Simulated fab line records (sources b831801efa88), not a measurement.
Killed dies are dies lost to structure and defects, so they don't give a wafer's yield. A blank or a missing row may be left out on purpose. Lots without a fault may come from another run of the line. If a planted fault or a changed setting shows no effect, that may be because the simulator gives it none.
A single fault, viewed from 2 desks | flow gf180mcu | each desk holds nothing but its own numbers, with what lay behind them at the end

DESK OF THE TOOL OWNER: rie diel-02
The tool's own readings at GF_STI_ETCH_13 (etches the open film in CHF3/O2, stops on Si, target depth 282.31 nm, time 112.9 s): means of the sampled wafers that have a number, for each lot that ran on this tool. A lot is out of limits, marked OUT, if its mean lies more than 4 standard deviations from the usual mean; the brackets give that distance.
Columns: A = O2_flow_sccm at GF_STI_ETCH_13, usual 5.002 sccm; B = bias w at GF_STI_ETCH_13, usual 199.9 W; C = drypump motor current A at GF_STI_ETCH_13, usual 5.6 A; D = oes product au at GF_STI_ETCH_13, usual 0.833 a.u.; E = throttle valve pct at GF_STI_ETCH_13, usual 8.809 %
lot  | first seen here | A     | B     | C   | D     | E
L685 | day 2 11:11     | 5.008 | 200.1 | 5.4 | 0.828 | 8.813
L686 | day 2 17:31     | 5.003 | 200.3 | 5.8 | 0.838 | 8.810
L692 | day 4 00:08     | 4.999 | 200.0 | 5.7 | 0.834 | 8.818
L693 | day 4 05:22     | 5.002 | 198.8 | 5.9 | 0.829 | 8.810
L695 | day 4 16:53     | 4.983 | 200.0 | 5.4 | 0.829 | 8.815
Result from this desk: across the 5 lots, nothing is out of limits.

METROLOGY DESK
Lot by lot, what the gauges showed, no matter which tool ran the lot: averages of those sampled wafers that carry a number. A lot is out of limits, marked OUT, if its mean lies more than 4 standard deviations from the usual mean; the brackets give that distance.
Columns: A = V5_W_RS at GF_V5_RS_MEAS_24, usual 0.329 ohm/sq
lot  | first seen here | A
L683 | day 27 08:15    | 0.328
L684 | day 27 13:29    | 0.334
L685 | day 27 23:07    | 0.324
L686 | day 28 09:51    | 0.330
L688 | day 28 23:40    | 0.325
L690 | day 29 15:47    | 0.332
L692 | day 30 10:16    | 0.334
L693 | day 30 15:11    | 0.331
L694 | day 30 16:34    | 0.326
L695 | day 31 00:56    | 0.324
L700 | day 32 05:12    | 0.329
L702 | day 32 18:39    | 0.330
L703 | day 33 00:37    | 0.331
Result from this desk: across the 13 lots, nothing is out of limits.

TAKEN TOGETHER
Nothing out of limits was seen by the tool owner's desk.
At the metrology desk, nothing out of limits was observed.

WHAT WAS PUT IN BY THE SIMULATOR
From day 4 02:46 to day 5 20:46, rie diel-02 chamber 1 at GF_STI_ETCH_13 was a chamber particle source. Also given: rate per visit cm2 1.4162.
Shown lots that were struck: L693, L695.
